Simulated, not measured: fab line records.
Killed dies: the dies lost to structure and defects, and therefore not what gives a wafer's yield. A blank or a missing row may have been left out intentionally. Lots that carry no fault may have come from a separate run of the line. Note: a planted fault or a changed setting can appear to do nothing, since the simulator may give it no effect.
2 desks looking at one fault ; flow sfq line ; what lay behind the numbers comes last; until then each desk has only its own

== AT THE TOOL OWNER'S DESK: litho track-01 ==
The tool's own readings at SFQ_TRILAYER_I4_VIA_LITHO_PEB_106 (peb time 60 s): means of the sampled wafers that have a number, for each lot that ran on this tool. The brackets show how far a lot's mean lies from the usual mean; more than 4 standard deviations puts the lot out of limits, marked OUT.
Columns: A = heater power total W at SFQ_TRILAYER_I4_VIA_LITHO_PEB_106, usual 79.15 W; B = resist line temp C at SFQ_TRILAYER_I4_VIA_LITHO_PEB_106, usual 23.01 C
lot;first seen here;A;B
L731;day 43 14:18;79.14;23.02
L744;day 54 08:29;79.18;22.97
L745;day 54 14:32;79.67 (+7.9) OUT;23.02
L747;day 55 02:16;79.57 (+6.5) OUT;22.97
This desk's finding: out of limits on L745, L747; first on L745, day 54 14:32 (heater power total W at SFQ_TRILAYER_I4_VIA_LITHO_PEB_106). L731, L744: within limits.

== METROLOGY DESK ==
Means of the sampled wafers that have a number, per lot and without regard to the tool the lot ran on: this is what the gauges read. The brackets show how far a lot's mean lies from the usual mean; more than 4 standard deviations puts the lot out of limits, marked OUT.
Columns: A = I4_BOW at SFQ_I4_BOW_MEAS_927, usual 4 um; B = I4_OVL at SFQ_I4_OVL_MEAS_928, usual 2 nm
lot;first seen here;A;B
L731;day 43 11:01;4;6
L744;day 48 19:45;6;-1
L745;day 49 01:47;5;-11
L747;day 49 11:21;17;-3
L751;day 50 20:24;3;0
L754;day 52 00:38;4;-3
This desk's verdict: no lot among the 6 shows anything out of limits.

== PUT TOGETHER ==
The tool owner's desk had the chance to raise an alarm at day 54 14:32 on L745, L747.
Nothing out of limits was seen by the metrology desk.
The metrology desk holds a record of L745, L747, inside its limits.
Of the lots named, all ran SFQ_TRILAYER_I4_VIA_LITHO_PEB_106 on litho track-01.

== WHAT THE SIMULATOR PUT IN ==
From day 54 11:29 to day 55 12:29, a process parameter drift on litho track-01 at SFQ_TRILAYER_I4_VIA_LITHO_PEB_106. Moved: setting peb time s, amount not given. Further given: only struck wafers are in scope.
Shown lots that were struck: L745, L747.
Time in hours from fault onset to the first out-of-limits reading at each desk: the tool owner's desk, 3.
